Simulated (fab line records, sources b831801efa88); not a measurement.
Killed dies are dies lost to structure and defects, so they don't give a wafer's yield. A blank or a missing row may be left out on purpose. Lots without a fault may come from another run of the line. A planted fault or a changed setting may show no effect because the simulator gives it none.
A struck lot beside a sound one | flow sky130 | 43 steps out of a route of 708
Sound: wafers L246.1, L246.2, L246.5. Struck: wafers L240.4, L240.5. (L240.2 of the same lot was not struck and is left out.) The cause comes at the end.
At each step with rows: each side's tool, then ch and its chambers, then its first start. Under that, the readings that differ: sound wafers | struck wafers | difference of the means | sigmas: that difference in standard deviations of wafers without a fault.
alike: readings whose means differ by less than 2 such deviations, and words and numbers that are the same on both sides. not compared: withheld readings, readings that some wafer has no value for, bounds like >300 that may hide the same value, and numbers for which the record gives no deviation and whose values overlap.
The two part at a step that has a row with sigmas, a row that says differs or no value, or rows on one side only. Numbers that don't overlap but have no deviation are shown without sigmas and don't part them. A reading that every wafer of one side lacks parts them only if that side has two wafers or more.

SKY_LI_CONTACT_BOW_MEAS_03:
  sound on film_metro-02, day 33 12:06; struck on film_metro-03, day 31 17:09
  alike: LI_CONTACT_BOW
then, 8 steps without rows for these wafers: SKY_LI_CONTACT_DEHYDRATE_04 (time 60 s); SKY_LI_CONTACT_HMDS_05 (prime time 60 s); SKY_LI_CONTACT_COAT_06 (resist thk 60 nm); SKY_LI_CONTACT_COAT_07 (resist thk 450 nm); SKY_LI_CONTACT_SOFTBAKE_08 (time 90 s); SKY_LI_CONTACT_EXPOSE_09 (exposes mask LICM1, target cd 170 nm); SKY_LI_CONTACT_PEB_10; SKY_LI_CONTACT_DEVELOP_11 (develop time 60 s).
SKY_LI_CONTACT_CD_MEAS_12: target cd 170 nm.
  sound on cd_sem-02, day 34 13:08; struck on cd_sem-01, day 32 20:49
  reading    | sound             | struck      | difference | sigmas
  cd_nm (nm) | 168.8 169.0 167.1 | 171.8 172.5 | +3.8       | +3
SKY_LI_CONTACT_OVL_MEAS_13:
  sound on overlay-02, day 34 13:16; struck on overlay-02, day 32 20:56
  alike: LI_CONTACT_OVL
then, 1 step without rows for these wafers: SKY_LI_CONTACT_ETCH_14 (etches BARC in N2/H2, stops on SiO2, time 45.9 s, target depth 60 nm).
SKY_LI_CONTACT_ETCH_15: etches PSG in C4F8/O2/Ar, stops on Si, target depth 600 nm.
  sound on rie_diel-02 ch 0,1,2, day 34 13:20; struck on rie_diel-03 ch 3, day 32 21:00
  reading               | sound             | struck      | difference | sigmas
  oes_product_au (a.u.) | 0.842 0.837 0.842 | 0.835 0.824 | -0.011     | -2
  alike: chamber_pressure_mTorr
SKY_LI_CONTACT_STRIP_16: strips in O2/N2.
  sound on plasma_asher-01 ch 0,1, day 34 13:25; struck on plasma_asher-02 ch 0,1, day 32 21:05
  alike: chamber_pressure_mTorr, drypump_motor_current_A, oes_product_au, strip_time_to_endpoint_s
  not compared: rf_hours_counter_h
then, 4 steps without rows for these wafers: SKY_LI_CONTACT_CLEAN_17 (cleans in NMP, time 600 s); SKY_LI_CONTACT_PRE_CLEAN_18 (time 5.6 s); SKY_LI_CONTACT_SPUTTER_19 (material Ti, target thk 20 nm, time 106.37 s); SKY_LI_CONTACT_SPUTTER_20 (material TiN, target thk 20 nm, time 80 s).
SKY_LI_CONTACT_CVD_21: deposits W, target thk 400 nm, time 120.56 s.
  sound on cvd_w-02 ch 0,1, day 34 13:51; struck on cvd_w-02 ch 1, day 32 21:43
  alike: heater_power_w
SKY_LI_CONTACT_RS_MEAS_22: measures by four-point-probe.
  sound on film_metro-03, day 34 13:59; struck on film_metro-03, day 32 21:52
  alike: LI_CONTACT_W_RS
SKY_LI_CONTACT_THK_MEAS_23: measures by xrf.
  sound on film_metro-03, day 34 14:06; struck on film_metro-03, day 32 21:59
  alike: LI_CONTACT_W_THK
then, 1 step without rows for these wafers: SKY_LI_CONTACT_CMP_24 (polishes, stops on PSG, t overpolish 20 s, target thk 0 nm).
SKY_LOCAL_INTERCONNECT_SPUTTER_00: material TiN, target thk 100 nm, time 83.3 s.
  sound on pvd_sputter-04, day 34 14:28; struck on pvd_sputter-01, day 32 22:20
  alike: throttle_valve_pct
SKY_LOCAL_INTERCONNECT_RS_MEAS_01: measures by four-point-probe.
  sound on film_metro-01, day 34 14:31; struck on film_metro-03, day 32 22:25
  alike: LOCAL_INTERCONNECT_TIN_RS
SKY_LOCAL_INTERCONNECT_THK_MEAS_02: measures by xrf.
  sound on film_metro-01, day 34 14:38; struck on film_metro-03, day 32 22:31
  alike: LOCAL_INTERCONNECT_TIN_THK
then, 8 steps without rows for these wafers: SKY_LOCAL_INTERCONNECT_DEHYDRATE_03 (time 60 s); SKY_LOCAL_INTERCONNECT_HMDS_04 (prime time 60 s); SKY_LOCAL_INTERCONNECT_COAT_05 (resist thk 60 nm); SKY_LOCAL_INTERCONNECT_COAT_06 (resist thk 450 nm); SKY_LOCAL_INTERCONNECT_SOFTBAKE_07 (time 90 s); SKY_LOCAL_INTERCONNECT_EXPOSE_08 (exposes mask LI1M, target cd 170 nm); SKY_LOCAL_INTERCONNECT_PEB_09; SKY_LOCAL_INTERCONNECT_DEVELOP_10 (develop time 60 s).
SKY_LOCAL_INTERCONNECT_CD_MEAS_11: target cd 170 nm.
  sound on cd_sem-01, day 35 16:54; struck on cd_sem-01, day 34 00:58
  alike: cd_nm
SKY_LOCAL_INTERCONNECT_OVL_MEAS_12:
  sound on overlay-02, day 35 17:01; struck on overlay-02, day 34 01:04
  reading                     | sound  | struck | difference | sigmas
  LOCAL_INTERCONNECT_OVL (nm) | 6 6 12 | -4 0   | -10        | -2
SKY_LOCAL_INTERCONNECT_ETCH_13: etches BARC in N2/H2, stops on SiO2, time 45.9 s, target depth 60 nm.
  sound on rie_metal-04 ch 0,1, day 35 17:03; struck on rie_metal-03 ch 0, day 34 01:07
  alike: chamber_pressure_mTorr, drypump_motor_current_A, h2_flow_sccm, oes_product_au, throttle_valve_pct
  not compared: rf_hours_counter_h
then, 1 step without rows for these wafers: SKY_LOCAL_INTERCONNECT_METAL_ETCH_14 (etches TiN in Cl2/BCl3, stops on PSG, target depth 110 nm, time 31.4 s).
SKY_LOCAL_INTERCONNECT_STRIP_15: strips in O2/N2.
  sound on plasma_asher-01 ch 0,1, day 35 17:10; struck on plasma_asher-01 ch 0, day 34 01:19
  alike: chamber_pressure_mTorr, drypump_motor_current_A, oes_product_au, strip_time_to_endpoint_s
  not compared: rf_hours_counter_h
then, 4 steps without rows for these wafers: SKY_LOCAL_INTERCONNECT_STRIP_16 (strips in post etch residue remover, time 1200 s); SKY_LOCAL_INTERCONNECT_CLEAN_17 (cleans in IPA, time 180 s); SKY_LOCAL_INTERCONNECT_CLEAN_18 (cleans in O3/DIW); SKY_CONTACT_CVD_00 (deposits Si3N4, target thk 75 nm).
-- the record jumps here: 14 days lie between the struck wafers' starts before and after (it left off in module CONTACT and takes up again in module PAD_OPEN, whose first step shown is number 708 of the route) --
SKY_PAD_OPEN_PROBE_99:
  sound on prober-01, day 49 15:19; struck on prober-01, day 48 08:45
  reading            | sound    | struck  | difference | sigmas
  killed_at_contacts | 30 22 23 | 67 69   | +43        | +8
  killed_dies        | 86 84 79 | 123 129 | +43        | +5
  alike: killed_at_M0_to_M3, killed_at_M4_up, killed_at_front_end, killed_at_other, killed_open, killed_short

WHERE THEY PART
First at SKY_LI_CONTACT_CD_MEAS_12; last, within this record, at SKY_PAD_OPEN_PROBE_99.

WHY: what the simulator had put in
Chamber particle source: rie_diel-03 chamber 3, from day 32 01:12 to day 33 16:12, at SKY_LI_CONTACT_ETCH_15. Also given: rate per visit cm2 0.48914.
